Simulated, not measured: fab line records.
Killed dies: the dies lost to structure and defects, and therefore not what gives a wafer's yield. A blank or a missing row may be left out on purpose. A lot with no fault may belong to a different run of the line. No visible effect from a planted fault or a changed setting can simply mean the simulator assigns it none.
The same fault as seen by 2 desks    flow gf180mcu    each desk has only its own numbers; what lay behind them comes last

## THE TOOL OWNER'S DESK: lithoTrack-04
The tool's own readings at GF_PSD_DEVELOP_06 (develop time 60 s): means of the sampled wafers that have a number, for each lot that ran on this tool. The brackets show how far a lot's mean lies from the usual mean; more than 4 standard deviations puts the lot out of limits, marked OUT.
Columns: A = developerTempC at GF_PSD_DEVELOP_06, usual 22.99 C
lot   first seen here  A
L868  day 15 06:47     22.92
L869  day 15 09:38     22.91
L877  day 18 06:17     22.86
L878  day 18 16:25     22.97
L881  day 19 09:35     25.30 (+21) OUT
L882  day 19 22:47     25.27 (+21) OUT
This desk's finding: out of limits on L881, L882; first on L881, day 19 09:35 (developerTempC at GF_PSD_DEVELOP_06). L868, L869, L877, L878: within limits.

## AT THE METROLOGY DESK
What the gauges read, lot by lot, whatever tool the lot ran on: means of the sampled wafers that have a number. The brackets show how far a lot's mean lies from the usual mean; more than 4 standard deviations puts the lot out of limits, marked OUT.
Columns: A = cdNm at GF_PSD_CD_MEAS_07, usual 399.9 nm; B = SALICIDE_TIN_RS at GF_SALICIDE_RS_MEAS_04, usual 16.3 ohm/sq; C = CONTACT_BOW at GF_CONTACT_BOW_MEAS_05, usual 65 um
lot   first seen here  A      B     C
L868  day 15 06:56     398.3  16.7  48
L869  day 15 09:47     402.8  16.2  68
L872  day 16 09:39     404.2  16.4  71
L873  day 16 15:43     398.1  16.3  61
L874  day 16 23:35     400.3  16.0  62
L877  day 18 06:26     399.5  16.4  67
L878  day 18 16:34     398.3  16.5  69
L880  day 19 04:49     399.0  16.6  62
L881  day 19 09:44     392.8  16.3  60
L882  day 19 22:56     395.0  16.4  62
L885  day 20 22:16     397.9  16.6  70
L888  day 22 00:47     402.5  16.7  67
L889  day 22 02:40     401.8  15.9  67
This desk found nothing out of limits on any of the 13 lots.

## BROUGHT TOGETHER
The tool owner's desk could have raised an alarm at day 19 09:35, on L881, L882.
Metrology desk: nothing out of limits seen.
The metrology desk has L881, L882 on record, within its limits.
All the named lots went through GF_PSD_DEVELOP_06 on lithoTrack-04.

## WHAT THE SIMULATOR HAD INSERTED
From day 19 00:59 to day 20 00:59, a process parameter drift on lithoTrack-04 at GF_PSD_DEVELOP_06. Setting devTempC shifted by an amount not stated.
Struck lots among those shown: L881, L882.
Delay in hours, fault start to first out-of-limits reading, by desk: the tool owner's desk at 9.
